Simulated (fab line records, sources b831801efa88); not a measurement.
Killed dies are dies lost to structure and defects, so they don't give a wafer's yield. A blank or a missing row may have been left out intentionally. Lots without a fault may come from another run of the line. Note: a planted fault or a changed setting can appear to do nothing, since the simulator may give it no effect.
fab line records	flow gf180mcu
record: lots: 24	wafers: 72	last_day: 34
route steps=602 shown HV_LDD@225 M2@368 V2@397 M3@412 M4@462 M5@534
lots untouched by any fault: they come from a run of this same line in which no faults occurred
start_h: hours from the record's first day to the start of the lot's first wafer shown	wait_h: hours since the lot's step before	" as in the row above	L1.1+2: one row covering several wafers at once	- no value present, or no start provided	* or withheld: withheld	< > ~ a bound
route shown NAME@n: names a module that has steps shown in the file, with the first one's number in the route	usual: mean and standard deviation over wafers with no fault	same: alike in all rows	chamber/n: place in a boat	sites: readings site by site	_std_site: standard deviation of those values	_edge_site: mean of outer sites minus mean of inner sites	radius_mm: for every site, how far away it sits from the centre of the wafer	mask NAME#n: copy n	behind: the last tool/chamber to shape the wafer	hold: cause of the lot's hold/its duration in hours/its outcome	device: names the non-switching transistor (n, p or np)	end of line: the route-end tests of the same wafers	step lacking rows: just its recipe	killed: the dies lost at the first sort to structure and to defects; this is not the yield of the wafer	map: the dies of a wafer, with x for killed, . for not killed, _ for no die there
set.NAME: the setting that was run; set.NAME@STEP: the one run at that earlier step	model.NAME: the simulator's own value behind a step, which no gauge read
one table for each step of the route and one row for each wafer, over a sample of lots
services: the hour from which a tool's chamber was out of use, counted from the record's first day as start_h (under 0 if before that day), plus the number of hours and why
== steps ==
step: GF_HV_LDD_STRIP_49
recipe: chemistry: O2/N2	power_w: 1400	pressure_mtorr: 1500	platen_temp_c: 250	o2_flow_sccm: 3000	n2_flow_sccm: 300	overash_fraction: 0.5
usual: drypump_motor_current_A: 5.88/0.3	heater_power_w: 339/42	oes_product_au: 0.715/0.0043	strip_time_to_endpoint_s: 12.63/0.038
lot.wafer	tool	chamber	start_h	wait_h	drypump_motor_current_A	heater_power_w	oes_product_au	rf_hours_counter_h	strip_time_to_endpoint_s
L074.1	plasma_asher-03	0	270.58	0.1	5.99	264	0.709	62	12.63
L074.3	"	1	"	"	6.13	308	0.713	-	12.63
L074.5	"	0	"	"	6.01	262	0.718	-	12.62
L075.1	plasma_asher-02	0	279.68	0.1	5.63	386	0.708	49	12.70
L075.4	"	1	"	"	6.17	340	0.716	-	12.72
L075.6	"	0	"	"	5.61	380	0.715	-	12.69
L076.2	plasma_asher-04	0	286.08	0.1	5.29	310	0.716	13	12.59
L076.3	"	0	"	"	5.29	307	0.712	-	12.66
L076.4	"	1	"	"	6.06	391	0.716	-	12.61
L077.1	plasma_asher-02	1	291.31	0.1	6.16	351	0.716	50	12.63
L077.2	"	0	"	"	5.63	379	0.722	50	12.62
L077.3	"	0	"	"	5.64	375	0.714	-	12.67
L078.1	plasma_asher-04	1	305.29	0.1	6.07	388	0.724	15	12.64
L078.3	"	1	"	"	6.05	391	0.715	-	12.64
L078.6	"	0	"	"	5.30	305	0.719	-	12.66
L079.1	plasma_asher-02	1	311.18	0.1	6.12	344	0.708	52	12.66
L079.2	"	0	"	"	5.62	389	0.710	52	12.71
L079.5	"	0	"	"	5.60	386	0.722	-	12.68
L080.1	plasma_asher-04	0	320.54	0.1	5.30	299	0.711	17	12.69
L080.5	"	0	"	"	5.32	304	0.717	-	12.67
L080.6	"	1	"	"	6.03	385	0.720	-	12.65
L081.2	plasma_asher-03	1	337.20	0.1	6.11	303	0.708	69	12.66
L081.3	"	1	"	"	6.13	301	0.709	-	12.65
L081.5	"	0	"	"	5.98	260	0.718	-	12.67
L082.3	plasma_asher-02	1	339.31	0.1	6.09	348	0.717	-	12.66
L082.4	"	0	"	"	5.62	385	0.727	-	12.61
L082.6	"	1	"	"	6.09	341	0.714	-	12.66
L083.2	plasma_asher-03	0	348.24	0.1	5.99	270	0.719	70	12.65
L083.4	"	0	"	"	5.98	265	0.721	-	12.63
L083.6	"	0	"	"	5.97	262	0.713	-	12.66
L084.2	plasma_asher-02	1	356.74	0.1	6.13	345	0.712	56	12.58
L084.3	"	0	"	"	5.65	382	0.714	-	12.56
L084.6	"	0	"	"	5.61	387	0.717	-	12.57
L085.3	plasma_asher-02	0	364.11	0.1	5.65	392	0.714	-	12.62
L085.5	"	1	"	"	6.17	337	0.713	-	12.58
L085.6	"	0	"	"	5.62	381	0.718	-	12.59
L086.1	plasma_asher-03	0	371.34	0.1	5.95	260	0.713	73	12.61
L086.2	"	1	"	"	6.13	296	0.714	73	12.63
L086.4	"	0	"	"	5.97	263	0.709	-	12.66
L087.1	plasma_asher-02	1	375.79	0.1	6.16	343	0.714	58	12.62
L087.4	"	0	"	"	5.64	384	0.714	-	12.66
L087.6	"	0	"	"	5.63	382	0.716	-	12.58
L088.2	plasma_asher-04	1	386.19	0.1	6.06	391	0.714	24	12.63
L088.3	"	1	"	"	6.04	385	0.717	-	12.60
L088.4	"	0	"	"	5.32	309	0.714	-	12.62
L089.1	plasma_asher-02	1	392.00	0.1	6.16	339	0.715	59	12.62
L089.4	"	0	"	"	5.61	379	0.713	-	12.63
L089.6	"	1	"	"	6.16	347	0.716	-	12.62
L090.3	plasma_asher-02	0	402.18	0.1	5.61	378	0.710	-	12.61
L090.5	"	1	"	"	6.13	341	0.709	-	12.53
L090.6	"	0	"	"	5.62	374	0.711	-	12.60
L091.2	plasma_asher-04	1	408.20	0.1	6.03	383	0.718	26	12.63
L091.3	"	1	"	"	6.06	400	0.712	-	12.59
L091.6	"	1	"	"	6.05	386	0.724	-	12.61
L092.3	plasma_asher-02	0	414.78	0.1	5.62	381	0.725	-	12.62
L092.4	"	1	"	"	6.18	344	0.720	-	12.60
L092.5	"	0	"	"	5.61	384	0.713	-	12.62
L093.1	plasma_asher-03	1	427.80	0.1	6.12	306	0.720	79	12.65
L093.5	"	1	"	"	6.13	315	0.720	-	12.62
L093.6	"	0	"	"	5.99	258	0.708	-	12.65
L094.1	plasma_asher-04	0	436.99	0.1	5.32	312	0.717	30	12.59
L094.2	"	1	"	"	6.08	391	0.709	30	12.62
L094.4	"	1	"	"	6.07	400	0.723	-	12.60
L095.2	plasma_asher-02	1	441.70	0.1	6.14	343	0.711	63	12.66
L095.3	"	0	"	"	5.63	386	0.709	-	12.68
L095.5	"	1	"	"	6.16	344	0.709	-	12.67
L096.3	plasma_asher-03	0	448.11	0.1	5.97	272	0.713	-	12.59
L096.4	"	1	"	"	6.12	303	0.714	-	12.56
L096.5	"	0	"	"	5.99	268	0.713	-	12.56
L097.1	plasma_asher-02	1	455.60	0.1	6.15	337	0.710	64	12.65
L097.3	"	1	"	"	6.12	346	0.714	-	12.61
L097.6	"	0	"	"	5.63	384	0.713	-	12.64
step: GF_M2_THK_MEAS_06
recipe: thk_meas_gauge: xrf	reads: AlCu_of_M2_SPUTTER_02
usual: M2_ALCU_THK: 460/5.6
lot.wafer	tool	chamber	start_h	wait_h	M2_ALCU_THK[nm]
L074.1	film_metro-03	-	409.50	0.1	468
L074.3	"	-	"	"	463
L074.5	"	-	"	"	468
L075.1	film_metro-02	-	420.24	0.1	464
L075.4	"	-	"	"	462
L075.6	"	-	"	"	465
L076.2	film_metro-02	-	429.47	0.1	460
L076.3	"	-	"	"	462
L076.4	"	-	"	"	455
L077.1	film_metro-03	-	433.94	0.1	459
L077.2	"	-	"	"	460
L077.3	"	-	"	"	459
L078.1	film_metro-03	-	451.23	0.1	459
L078.3	"	-	"	"	462
L078.6	"	-	"	"	462
L079.1	film_metro-04	-	457.47	0.1	464
L079.2	"	-	"	"	461
L079.5	"	-	"	"	462
L080.1	film_metro-03	-	469.66	0.1	457
L080.5	"	-	"	"	451
L080.6	"	-	"	"	456
L081.2	film_metro-03	-	487.40	0.1	448
L081.3	"	-	"	"	456
L081.5	"	-	"	"	453
L082.3	film_metro-02	-	489.36	0.1	462
L082.4	"	-	"	"	461
L082.6	"	-	"	"	458
L083.2	film_metro-04	-	499.59	0.1	463
L083.4	"	-	"	"	462
L083.6	"	-	"	"	463
L084.2	film_metro-04	-	509.99	0.1	467
L084.3	"	-	"	"	466
L084.6	"	-	"	"	466
L085.3	film_metro-03	-	516.76	0.1	467
L085.5	"	-	"	"	464
L085.6	"	-	"	"	461
L086.1	film_metro-03	-	522.83	0.1	467
L086.2	"	-	"	"	470
L086.4	"	-	"	"	462
L087.1	film_metro-04	-	529.16	0.1	455
L087.4	"	-	"	"	457
L087.6	"	-	"	"	460
L088.2	film_metro-02	-	540.71	0.1	454
L088.3	"	-	"	"	460
L088.4	"	-	"	"	461
L089.1	film_metro-02	-	545.38	0.1	463
L089.4	"	-	"	"	472
L089.6	"	-	"	"	468
L090.3	film_metro-02	-	552.91	0.1	464
L090.5	"	-	"	"	461
L090.6	"	-	"	"	455
L091.2	film_metro-03	-	559.19	0.1	459
L091.3	"	-	"	"	459
L091.6	"	-	"	"	458
L092.3	film_metro-04	-	565.69	0.1	452
L092.4	"	-	"	"	442
L092.5	"	-	"	"	453
L093.1	film_metro-02	-	577.34	0.1	469
L093.5	"	-	"	"	462
L093.6	"	-	"	"	455
L094.1	film_metro-03	-	586.34	0.1	457
L094.2	"	-	"	"	457
L094.4	"	-	"	"	453
L095.2	film_metro-04	-	591.86	0.1	459
L095.3	"	-	"	"	469
L095.5	"	-	"	"	463
L096.3	film_metro-02	-	596.35	0.1	447
L096.4	"	-	"	"	456
L096.5	"	-	"	"	459
L097.1	film_metro-03	-	602.21	0.1	464
L097.3	"	-	"	"	464
L097.6	"	-	"	"	453
step: GF_V2_OVL_MEAS_15
usual: V2_OVL: -2/5.4
lot.wafer	tool	chamber	start_h	wait_h	V2_OVL[nm]
L074.1	overlay-01	-	459.15	0.1	-3
L074.3	"	-	"	"	1
L074.5	"	-	"	"	-4
L075.1	overlay-01	-	469.79	0.1	-6
L075.4	"	-	"	"	-7
L075.6	"	-	"	"	-7
L076.2	overlay-01	-	479.57	0.1	9
L076.3	"	-	"	"	-1
L076.4	"	-	"	"	4
L077.1	overlay-02	-	483.45	0.1	-8
L077.2	"	-	"	"	-8
L077.3	"	-	"	"	-3
L078.1	overlay-01	-	501.11	0.1	-15
L078.3	"	-	"	"	-3
L078.6	"	-	"	"	1
L079.1	overlay-02	-	506.44	0.1	-15
L079.2	"	-	"	"	0
L079.5	"	-	"	"	-9
L080.1	overlay-02	-	518.06	0.1	5
L080.5	"	-	"	"	-1
L080.6	"	-	"	"	-3
L081.2	overlay-02	-	535.55	0.1	6
L081.3	"	-	"	"	-3
L081.5	"	-	"	"	5
L082.3	overlay-02	-	538.37	0.1	6
L082.4	"	-	"	"	2
L082.6	"	-	"	"	-4
L083.2	overlay-02	-	547.31	0.1	-8
L083.4	"	-	"	"	-10
L083.6	"	-	"	"	-16
L084.2	overlay-01	-	556.66	0.1	-7
L084.3	"	-	"	"	-6
L084.6	"	-	"	"	-14
L085.3	overlay-01	-	562.52	0.1	-5
L085.5	"	-	"	"	2
L085.6	"	-	"	"	0
L086.1	overlay-01	-	569.16	0.1	-12
L086.2	"	-	"	"	-8
L086.4	"	-	"	"	-6
L087.1	overlay-02	-	574.35	0.1	-2
L087.4	"	-	"	"	-1
L087.6	"	-	"	"	-6
L088.2	overlay-01	-	585.61	0.1	9
L088.3	"	-	"	"	3
L088.4	"	-	"	"	5
L089.1	overlay-01	-	589.54	0.1	-2
L089.4	"	-	"	"	3
L089.6	"	-	"	"	-3
L090.3	overlay-02	-	596.75	0.1	-1
L090.5	"	-	"	"	-4
L090.6	"	-	"	"	-5
L091.2	overlay-02	-	603.90	0.1	4
L091.3	"	-	"	"	-2
L091.6	"	-	"	"	-2
L092.3	overlay-02	-	608.52	0.1	-4
L092.4	"	-	"	"	-6
L092.5	"	-	"	"	-5
L093.1	overlay-01	-	619.84	0.1	-2
L093.5	"	-	"	"	3
L093.6	"	-	"	"	3
L094.1	overlay-02	-	629.05	0.1	-1
L094.2	"	-	"	"	0
L094.4	"	-	"	"	4
L095.2	overlay-01	-	634.86	0.1	3
L095.3	"	-	"	"	-8
L095.5	"	-	"	"	-1
L096.3	overlay-01	-	639.12	0.1	-2
L096.4	"	-	"	"	7
L096.5	"	-	"	"	-2
L097.1	overlay-01	-	644.81	0.1	-2
L097.3	"	-	"	"	-1
L097.6	"	-	"	"	-9
step: GF_M3_SPUTTER_03
recipe: material: Ti	target_thk_nm: 10	substrate_temp_c: 300	chamber_pressure_pa: 0.3	power_w: 3000	time_s: 6.7
usual: throttle_valve_pct: 30.0/0.96
lot.wafer	tool	chamber	start_h	wait_h	throttle_valve_pct
L074.1	pvd_sputter-02	-	460.71	0.0	32.4
L074.3	"	-	"	"	30.0
L074.5	"	-	"	"	31.2
L075.1	pvd_sputter-01	-	471.35	0.0	30.3
L075.4	"	-	"	"	29.1
L075.6	"	-	"	"	29.3
L076.2	pvd_sputter-02	-	481.11	0.0	31.3
L076.3	"	-	"	"	32.6
L076.4	"	-	"	"	31.5
L077.1	pvd_sputter-01	-	485.01	0.0	29.7
L077.2	"	-	"	"	30.2
L077.3	"	-	"	"	29.8
L078.1	pvd_sputter-03	-	502.66	0.0	29.9
L078.3	"	-	"	"	29.5
L078.6	"	-	"	"	28.0
L079.1	pvd_sputter-02	-	507.99	0.0	32.7
L079.2	"	-	"	"	31.6
L079.5	"	-	"	"	29.9
L080.1	pvd_sputter-01	-	519.68	0.0	30.6
L080.5	"	-	"	"	29.2
L080.6	"	-	"	"	30.3
L081.2	pvd_sputter-01	-	537.09	0.0	30.2
L081.3	"	-	"	"	30.1
L081.5	"	-	"	"	30.3
L082.3	pvd_sputter-02	-	539.90	0.0	31.4
L082.4	"	-	"	"	29.9
L082.6	"	-	"	"	30.0
L083.2	pvd_sputter-03	-	548.90	0.0	29.6
L083.4	"	-	"	"	28.2
L083.6	"	-	"	"	28.4
L084.2	pvd_sputter-03	-	558.20	0.0	30.0
L084.3	"	-	"	"	29.6
L084.6	"	-	"	"	28.2
L085.3	pvd_sputter-03	-	564.09	0.0	28.1
L085.5	"	-	"	"	28.2
L085.6	"	-	"	"	30.2
L086.1	pvd_sputter-01	-	570.80	0.0	30.3
L086.2	"	-	"	"	29.9
L086.4	"	-	"	"	29.6
L087.1	pvd_sputter-01	-	575.90	0.0	30.1
L087.4	"	-	"	"	29.2
L087.6	"	-	"	"	30.6
L088.2	pvd_sputter-03	-	587.22	0.0	29.9
L088.3	"	-	"	"	28.4
L088.4	"	-	"	"	28.4
L089.1	pvd_sputter-01	-	591.37	0.0	29.8
L089.4	"	-	"	"	30.0
L089.6	"	-	"	"	29.4
L090.3	pvd_sputter-01	-	598.29	0.0	30.1
L090.5	"	-	"	"	30.6
L090.6	"	-	"	"	30.4
L091.2	pvd_sputter-01	-	605.51	0.0	29.9
L091.3	"	-	"	"	30.4
L091.6	"	-	"	"	29.4
L092.3	pvd_sputter-01	-	610.06	0.0	30.6
L092.4	"	-	"	"	30.1
L092.5	"	-	"	"	29.4
L093.1	pvd_sputter-01	-	621.39	0.0	30.0
L093.5	"	-	"	"	29.6
L093.6	"	-	"	"	30.6
L094.1	pvd_sputter-01	-	630.66	0.0	30.5
L094.2	"	-	"	"	29.8
L094.4	"	-	"	"	30.1
L095.2	pvd_sputter-01	-	636.44	0.0	29.3
L095.3	"	-	"	"	30.4
L095.5	"	-	"	"	29.3
L096.3	pvd_sputter-03	-	640.97	0.0	30.0
L096.4	"	-	"	"	28.1
L096.5	"	-	"	"	30.2
L097.1	pvd_sputter-01	-	646.63	0.0	30.3
L097.3	"	-	"	"	30.3
L097.6	"	-	"	"	30.0
step: GF_M4_THK_MEAS_06
recipe: thk_meas_gauge: xrf	reads: AlCu_of_M4_SPUTTER_02
usual: M4_ALCU_THK: 459/6.1
lot.wafer	tool	chamber	start_h	wait_h	M4_ALCU_THK[nm]
L074.1	film_metro-03	-	511.08	0.1	455
L074.3	"	-	"	"	452
L074.5	"	-	"	"	461
L075.1	film_metro-03	-	521.88	0.1	468
L075.4	"	-	"	"	470
L075.6	"	-	"	"	460
L076.2	film_metro-03	-	530.84	0.1	462
L076.3	"	-	"	"	455
L076.4	"	-	"	"	461
L077.1	film_metro-03	-	534.09	0.1	459
L077.2	"	-	"	"	456
L077.3	"	-	"	"	467
L078.1	film_metro-03	-	551.73	0.1	467
L078.3	"	-	"	"	464
L078.6	"	-	"	"	462
L079.1	film_metro-02	-	557.23	0.1	444
L079.2	"	-	"	"	448
L079.5	"	-	"	"	450
L080.1	film_metro-03	-	567.96	0.1	455
L080.5	"	-	"	"	459
L080.6	"	-	"	"	463
L081.2	film_metro-03	-	584.53	0.1	465
L081.3	"	-	"	"	457
L081.5	"	-	"	"	455
L082.3	film_metro-04	-	587.01	0.1	457
L082.4	"	-	"	"	459
L082.6	"	-	"	"	459
L083.2	film_metro-04	-	595.83	0.1	459
L083.4	"	-	"	"	460
L083.6	"	-	"	"	463
L084.2	film_metro-03	-	604.63	0.1	453
L084.3	"	-	"	"	455
L084.6	"	-	"	"	454
L085.3	film_metro-04	-	609.83	0.1	458
L085.5	"	-	"	"	464
L085.6	"	-	"	"	457
L086.1	film_metro-02	-	617.54	0.1	465
L086.2	"	-	"	"	468
L086.4	"	-	"	"	464
L087.1	film_metro-04	-	620.94	0.1	463
L087.4	"	-	"	"	458
L087.6	"	-	"	"	456
L088.2	film_metro-02	-	631.76	0.1	463
L088.3	"	-	"	"	461
L088.4	"	-	"	"	467
L089.1	film_metro-02	-	636.26	0.1	454
L089.4	"	-	"	"	453
L089.6	"	-	"	"	452
L090.3	film_metro-03	-	641.50	0.1	453
L090.5	"	-	"	"	451
L090.6	"	-	"	"	455
L091.2	film_metro-02	-	650.19	0.1	454
L091.3	"	-	"	"	453
L091.6	"	-	"	"	450
L092.3	film_metro-02	-	653.64	0.1	465
L092.4	"	-	"	"	457
L092.5	"	-	"	"	457
L093.1	film_metro-04	-	664.53	0.1	454
L093.5	"	-	"	"	460
L093.6	"	-	"	"	458
L094.1	film_metro-04	-	671.98	0.1	468
L094.2	"	-	"	"	468
L094.4	"	-	"	"	463
L095.2	film_metro-02	-	681.04	0.1	465
L095.3	"	-	"	"	470
L095.5	"	-	"	"	463
L096.3	film_metro-02	-	684.15	0.1	453
L096.4	"	-	"	"	453
L096.5	"	-	"	"	447
L097.1	film_metro-04	-	687.80	0.1	455
L097.3	"	-	"	"	457
L097.6	"	-	"	"	458
step: GF_M5_OVL_MEAS_08
usual: M5_OVL: -4/5.8
lot.wafer	tool	chamber	start_h	wait_h	M5_OVL[nm]
L074.1	overlay-02	-	603.40	0.1	-5
L074.3	"	-	"	"	3
L074.5	"	-	"	"	-7
L075.1	overlay-01	-	613.00	0.1	6
L075.4	"	-	"	"	4
L075.6	"	-	"	"	7
L076.2	overlay-01	-	620.80	0.1	-9
L076.3	"	-	"	"	-5
L076.4	"	-	"	"	1
L077.1	overlay-01	-	622.65	0.1	-2
L077.2	"	-	"	"	3
L077.3	"	-	"	"	-2
L078.1	overlay-02	-	639.14	0.1	-2
L078.3	"	-	"	"	-5
L078.6	"	-	"	"	0
L079.1	overlay-02	-	644.99	0.1	-12
L079.2	"	-	"	"	-7
L079.5	"	-	"	"	-14
L080.1	overlay-01	-	653.74	0.1	-10
L080.5	"	-	"	"	-10
L080.6	"	-	"	"	-6
L081.2	overlay-01	-	667.10	0.1	-9
L081.3	"	-	"	"	0
L081.5	"	-	"	"	4
L082.3	overlay-01	-	670.31	0.1	-14
L082.4	"	-	"	"	-7
L082.6	"	-	"	"	-4
L083.2	overlay-01	-	679.10	0.1	-2
L083.4	"	-	"	"	2
L083.6	"	-	"	"	1
L084.2	overlay-02	-	685.86	0.1	-12
L084.3	"	-	"	"	-8
L084.6	"	-	"	"	-7
L085.3	overlay-01	-	690.81	0.1	-8
L085.5	"	-	"	"	-5
L085.6	"	-	"	"	-5
L086.1	overlay-02	-	699.94	0.1	2
L086.2	"	-	"	"	4
L086.4	"	-	"	"	7
L087.1	overlay-01	-	701.95	0.1	4
L087.4	"	-	"	"	5
L087.6	"	-	"	"	1
L088.2	overlay-01	-	710.80	0.1	1
L088.3	"	-	"	"	-7
L088.4	"	-	"	"	-2
L089.1	overlay-02	-	717.39	0.1	-11
L089.4	"	-	"	"	-10
L089.6	"	-	"	"	-13
L090.3	overlay-01	-	722.11	0.1	1
L090.5	"	-	"	"	-3
L090.6	"	-	"	"	-1
L091.2	overlay-02	-	726.00	0.1	-6
L091.3	"	-	"	"	-3
L091.6	"	-	"	"	0
L092.3	overlay-02	-	730.96	0.1	-8
L092.4	"	-	"	"	-7
L092.5	"	-	"	"	-10
L093.1	overlay-01	-	741.75	0.1	-2
L093.5	"	-	"	"	-1
L093.6	"	-	"	"	-8
L094.1	overlay-02	-	746.54	0.1	-2
L094.2	"	-	"	"	-2
L094.4	"	-	"	"	-6
L095.2	overlay-02	-	755.05	0.1	-5
L095.3	"	-	"	"	-9
L095.5	"	-	"	"	-9
L096.3	overlay-02	-	759.81	0.1	-9
L096.4	"	-	"	"	-15
L096.5	"	-	"	"	-6
L097.1	overlay-01	-	761.14	0.1	2
L097.3	"	-	"	"	-7
L097.6	"	-	"	"	3
== services ==
tool	chamber	start_h	hours	kind
plasma_asher-04	-	252.26	1.2	repair
pvd_sputter-02	-	268.32	3.0	repair
plasma_asher-04	-	268.70	2.2	repair
pvd_sputter-03	-	280.74	3.6	repair
plasma_asher-02	-	317.55	1.0	repair
pvd_sputter-01	-	325.67	2.0	repair
plasma_asher-02	-	337.38	0.8	repair
plasma_asher-02	-	351.63	0.7	repair
plasma_asher-04	-	364.37	1.4	repair
plasma_asher-02	-	378.74	3.1	repair
plasma_asher-02	-	416.55	17.4	pm
plasma_asher-03	-	431.19	4.4	repair
pvd_sputter-02	-	450.71	1.6	repair
pvd_sputter-02	-	483.15	5.4	repair
plasma_asher-04	-	497.96	2.8	pm
plasma_asher-04	-	528.58	1.2	repair
pvd_sputter-03	-	537.30	2.6	repair
plasma_asher-03	-	541.14	2.0	repair
plasma_asher-03	-	550.08	4.0	pm
plasma_asher-04	-	573.00	5.3	repair
plasma_asher-04	-	574.34	3.4	repair
plasma_asher-02	-	606.16	3.8	repair
plasma_asher-03	-	623.95	41.9	repair
pvd_sputter-02	-	636.00	1.7	repair
== key ==
fault none
